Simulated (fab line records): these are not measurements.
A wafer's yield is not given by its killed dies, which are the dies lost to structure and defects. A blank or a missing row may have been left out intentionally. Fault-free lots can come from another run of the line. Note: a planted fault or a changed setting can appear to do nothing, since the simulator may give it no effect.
The tool behind it: which one?	flow gf180mcu	72 wafers from 24 lots sampled at 5 of the route's 602 steps

## WHAT THE GAUGES READ, wafer by wafer
GF_M4_THK_MEAS_06: measures by xrf. Usual: M4_ALCU_THK 459 nm, standard deviation 5.3.
lot	measured	on	M4_ALCU_THK (nm)	flag
L074	day 22 13:17	film metro-02	460 459 461	
L075	day 22 22:49	film metro-04	456 460 459	
L076	day 23 02:34	film metro-02	459 453 458	
L077	day 23 13:59	film metro-03	451 445 449	
L078	day 23 21:49	film metro-03	458 456 456	
L079	day 24 05:52	film metro-02	464 458 459	
L080	day 24 20:25	film metro-02	468 464 462	
L081	day 25 01:38	film metro-02	462 465 461	
L082	day 25 09:41	film metro-02	463 465 462	
L083	day 25 22:38	film metro-02	458 464 461	
L084	day 26 02:14	film metro-04	465 455 464	
L085	day 26 07:40	film metro-04	456 457 450	
L086	day 26 17:34	film metro-03	454 456 458	
L087	day 26 21:26	film metro-03	470 468 463	
L088	day 27 06:53	film metro-03	458 457 450	
L089	day 27 12:10	film metro-02	459 456 461	
L090	day 28 00:32	film metro-03	463 466 466	
L091	day 28 02:43	film metro-04	454 457 456	
L092	day 28 20:35	film metro-04	455 452 451	
L093	day 28 20:36	film metro-03	467 460 463	
L094	day 29 01:19	film metro-03	459 472 459	
L095	day 29 07:18	film metro-03	463 466 456	
L096	day 29 15:59	film metro-02	462 459 456	
L097	day 29 22:49	film metro-04	454 454 452	

GF_V4_CD_MEAS_14: the cd target is 260 nm. Usual: cd nm 259.3 nm, standard deviation 1.2.
lot	measured	on	cd nm (nm)	flag
L074	day 24 12:13	cd sem-02	259.3 259.3 260.0	
L075	day 24 21:26	cd sem-02	260.0 260.0 258.8	
L076	day 24 23:37	cd sem-01	260.0 261.6 260.4	
L077	day 25 10:01	cd sem-02	258.8 259.1 258.7	
L078	day 25 20:23	cd sem-02	258.6 258.7 258.9	
L079	day 26 02:53	cd sem-01	260.7 260.2 261.0	
L080	day 26 16:02	cd sem-01	260.0 259.8 260.0	
L081	day 26 20:40	cd sem-01	260.0 260.1 259.1	
L082	day 27 04:37	cd sem-01	258.3 258.3 259.2	
L083	day 27 16:18	cd sem-01	256.5 257.4 256.7	
L084	day 27 20:29	cd sem-01	258.5 258.9 259.0	
L085	day 28 01:16	cd sem-02	257.7 257.9 258.1	
L086	day 28 11:15	cd sem-02	260.3 259.7 259.2	
L087	day 28 13:10	cd sem-01	258.6 259.1 258.3	
L088	day 28 22:50	cd sem-01	261.4 262.0 261.8	
L089	day 29 05:03	cd sem-01	258.6 258.8 259.2	
L090	day 29 15:59	cd sem-01	257.3 257.6 257.9	
L091	day 29 18:34	cd sem-01	259.4 259.6 259.8	
L092	day 30 11:22	cd sem-02	261.0 262.4 262.0	
L093	day 30 11:44	cd sem-02	258.4 257.1 257.8	
L094	day 30 16:10	cd sem-01	259.7 259.6 259.7	
L095	day 30 21:48	cd sem-02	258.1 257.0 257.4	
L096	day 31 05:51	cd sem-02	261.1 261.2 259.2	
L097	day 31 11:42	cd sem-02	259.6 259.3 260.1	

## WHAT TOOL EACH LOT RAN ON (gives the tool, then ch and the chambers of the sampled wafers, and finally the start)
lot	GF_M3_SPUTTER_00	GF_M4_SPUTTER_01	GF_M4_SPUTTER_03
L074	pvd sputter-01, day 20 09:25	pvd sputter-01, day 22 13:03	pvd sputter-01, day 22 13:07
L075	pvd sputter-01, day 20 19:46	pvd sputter-02, day 22 22:35	pvd sputter-02, day 22 22:38
L076	pvd sputter-01, day 20 23:22	pvd sputter-02, day 23 02:19	pvd sputter-02, day 23 02:23
L077	pvd sputter-03, day 21 11:12	pvd sputter-04, day 23 13:44	pvd sputter-04, day 23 13:48
L078	pvd sputter-02, day 21 20:16	pvd sputter-01, day 23 21:34	pvd sputter-01, day 23 21:38
L079	pvd sputter-02, day 22 05:17	pvd sputter-01, day 24 05:37	pvd sputter-01, day 24 05:41
L080	pvd sputter-03, day 22 20:44	pvd sputter-04, day 24 20:10	pvd sputter-04, day 24 20:14
L081	pvd sputter-03, day 22 22:51	pvd sputter-02, day 25 01:23	pvd sputter-02, day 25 01:27
L082	pvd sputter-03, day 23 11:13	pvd sputter-04, day 25 09:26	pvd sputter-04, day 25 09:30
L083	pvd sputter-02, day 23 21:11	pvd sputter-01, day 25 22:23	pvd sputter-01, day 25 22:27
L084	pvd sputter-02, day 24 02:28	pvd sputter-04, day 26 01:58	pvd sputter-04, day 26 02:02
L085	pvd sputter-01, day 24 10:36	pvd sputter-04, day 26 07:24	pvd sputter-04, day 26 07:28
L086	pvd sputter-02, day 24 19:04	pvd sputter-01, day 26 17:19	pvd sputter-01, day 26 17:23
L087	pvd sputter-01, day 25 00:51	pvd sputter-01, day 26 21:11	pvd sputter-01, day 26 21:15
L088	pvd sputter-03, day 25 10:33	pvd sputter-01, day 27 06:37	pvd sputter-01, day 27 06:41
L089	pvd sputter-01, day 25 15:25	pvd sputter-01, day 27 11:56	pvd sputter-01, day 27 11:59
L090	pvd sputter-01, day 26 03:35	pvd sputter-04, day 28 00:17	pvd sputter-04, day 28 00:21
L091	pvd sputter-03, day 26 05:53	pvd sputter-01, day 28 02:28	pvd sputter-01, day 28 02:32
L092	pvd sputter-01, day 27 00:34	pvd sputter-02, day 28 20:20	pvd sputter-02, day 28 20:24
L093	pvd sputter-02, day 27 01:35	pvd sputter-04, day 28 20:20	pvd sputter-04, day 28 20:24
L094	pvd sputter-02, day 27 06:52	pvd sputter-04, day 29 01:02	pvd sputter-04, day 29 01:06
L095	pvd sputter-02, day 27 12:59	pvd sputter-04, day 29 07:03	pvd sputter-04, day 29 07:07
L096	pvd sputter-02, day 27 22:05	pvd sputter-02, day 29 15:45	pvd sputter-02, day 29 15:49
L097	pvd sputter-03, day 28 04:55	pvd sputter-02, day 29 22:34	pvd sputter-02, day 29 22:38
- GF_M3_SPUTTER_00: material Ti, target thk 37.5 nm, time 150 s.
- GF_M4_SPUTTER_01: material TiN, target thk 30 nm, time 25 s.
- GF_M4_SPUTTER_03: material Ti, target thk 10 nm, time 6.7 s.

## AS READ BY THE TOOLS THEMSELVES (means over the sampled wafers that have a number; for cases with no such wafer, the mark the record gives instead)
GF_M3_SPUTTER_00. Usual: throttle valve pct 30.1 %, standard deviation 1.4.
lot	tool	throttle valve pct (%)	flag
L074	pvd sputter-01	29.6	
L075	pvd sputter-01	29.3	
L076	pvd sputter-01	29.4	
L077	pvd sputter-03	31.6	
L078	pvd sputter-02	30.9	
L079	pvd sputter-02	30.3	
L080	pvd sputter-03	30.8	
L081	pvd sputter-03	29.9	
L082	pvd sputter-03	30.2	
L083	pvd sputter-02	31.2	
L084	pvd sputter-02	30.8	
L085	pvd sputter-01	29.8	
L086	pvd sputter-02	30.7	
L087	pvd sputter-01	29.0	
L088	pvd sputter-03	31.0	
L089	pvd sputter-01	29.7	
L090	pvd sputter-01	29.3	
L091	pvd sputter-03	30.8	
L092	pvd sputter-01	29.4	
L093	pvd sputter-02	30.8	
L094	pvd sputter-02	29.3	
L095	pvd sputter-02	30.8	
L096	pvd sputter-02	30.5	
L097	pvd sputter-03	31.0	

GF_M4_SPUTTER_01. Usual: throttle valve pct 30.0 %, standard deviation 1.2.
lot	tool	throttle valve pct (%)	flag
L074	pvd sputter-01	29.0	
L075	pvd sputter-02	30.6	
L076	pvd sputter-02	30.7	
L077	pvd sputter-04	29.9	
L078	pvd sputter-01	29.6	
L079	pvd sputter-01	29.5	
L080	pvd sputter-04	29.1	
L081	pvd sputter-02	29.9	
L082	pvd sputter-04	30.0	
L083	pvd sputter-01	29.1	
L084	pvd sputter-04	30.3	
L085	pvd sputter-04	30.2	
L086	pvd sputter-01	29.3	
L087	pvd sputter-01	29.7	
L088	pvd sputter-01	30.0	
L089	pvd sputter-01	29.4	
L090	pvd sputter-04	28.9	
L091	pvd sputter-01	29.7	
L092	pvd sputter-02	30.4	
L093	pvd sputter-04	30.2	
L094	pvd sputter-04	30.1	
L095	pvd sputter-04	31.1	
L096	pvd sputter-02	30.5	
L097	pvd sputter-02	31.2	

GF_M4_SPUTTER_03. Usual: throttle valve pct 30.0 %, standard deviation 1.2.
lot	tool	throttle valve pct (%)	flag
L074	pvd sputter-01	29.1	
L075	pvd sputter-02	30.6	
L076	pvd sputter-02	30.7	
L077	pvd sputter-04	30.0	
L078	pvd sputter-01	29.4	
L079	pvd sputter-01	29.5	
L080	pvd sputter-04	29.4	
L081	pvd sputter-02	30.1	
L082	pvd sputter-04	30.1	
L083	pvd sputter-01	29.0	
L084	pvd sputter-04	30.3	
L085	pvd sputter-04	30.3	
L086	pvd sputter-01	29.2	
L087	pvd sputter-01	29.6	
L088	pvd sputter-01	30.0	
L089	pvd sputter-01	29.5	
L090	pvd sputter-04	29.0	
L091	pvd sputter-01	29.8	
L092	pvd sputter-02	30.5	
L093	pvd sputter-04	30.2	
L094	pvd sputter-04	30.2	
L095	pvd sputter-04	31.2	
L096	pvd sputter-02	30.4	
L097	pvd sputter-02	31.2	

## THE ANSWER, worked out from the rows above alone
Rule: take the mean of a lot's wafers that have a number; if it is more than 3 standard deviations from the usual mean, the lot is off. A lot without any number at a reading at which 4 lots or more have one is off too. Any other lot the step has rows for is counted as sound. The gauges are gone through in route order, then the tools' own readings, and for those a lot's mean is taken as printed above. The first step at which some lot is off is used, and at that step the reading that is off furthest; a lot without a number counts as furthest.
No lot is off at any reading shown: from this, nothing can be told.

## WHAT THE SIMULATOR HAD PUT IN
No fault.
